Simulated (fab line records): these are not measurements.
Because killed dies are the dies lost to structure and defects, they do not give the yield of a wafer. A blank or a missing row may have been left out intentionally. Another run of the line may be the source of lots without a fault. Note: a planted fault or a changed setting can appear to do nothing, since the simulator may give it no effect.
Chamber matching -- flow gf180mcu -- 4 sister chambers for GF_V3_CMP_04 on cmp-02
The step polishes SiO2. 8 wafers are shown with their chamber, then 7 later ones without.

WAFERS WITH THEIR CHAMBER
wafer,chamber,time-to-endpoint-s (s),motor-current-A (A)
L578.6,2,89,11.9
L583.1,2,78,11.7
L583.4,1,85,12.1
L585.2,3,72,12.7
L585.4,1,84,12.4
L585.6,0,81,11.3
L596.3,0,80,11.7
L596.4,3,75,12.6

WAFERS WITHOUT THEIR CHAMBER
wafer,time-to-endpoint-s (s),motor-current-A (A)
L596.6,81,12.1
L599.2,71,11.4
L599.3,79,12.0
L599.6,84,12.8
L600.4,87,11.2
L600.5,81,12.0
L600.6,90,12.2

THE CHAMBER EACH PASSED THROUGH
wafer,from the rows above,in truth
L596.6,can't be placed: 1 or 2 or 0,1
L599.2,can't be placed: 0 or 2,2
L599.3,can't be placed: 2 or 1 or 0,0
L599.6,can't be placed: 3 or 1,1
L600.4,can't be placed: 0 or 2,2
L600.5,can't be placed: 2 or 1 or 0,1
L600.6,can't be placed: 1 or 2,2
Correctly placed: 0 of 7. Not placeable from these rows: 7 (in 7, the candidates include the true chamber). 0 placed wrongly.
How it was worked out, from the rows above alone: a wafer's distance from a chamber is the root of the sum, over the readings, of the square of ((its reading less the chamber's mean) divided by the reading's scatter). The wafer belongs to the nearest chamber; if the next one is less than 2 further off, it can't be placed. Each chamber's mean is taken over the wafers shown for it. The scatter: take each reading less its chamber's mean, square it, sum over the shown wafers, divide by the number of wafers less the number of chambers, and take the root.
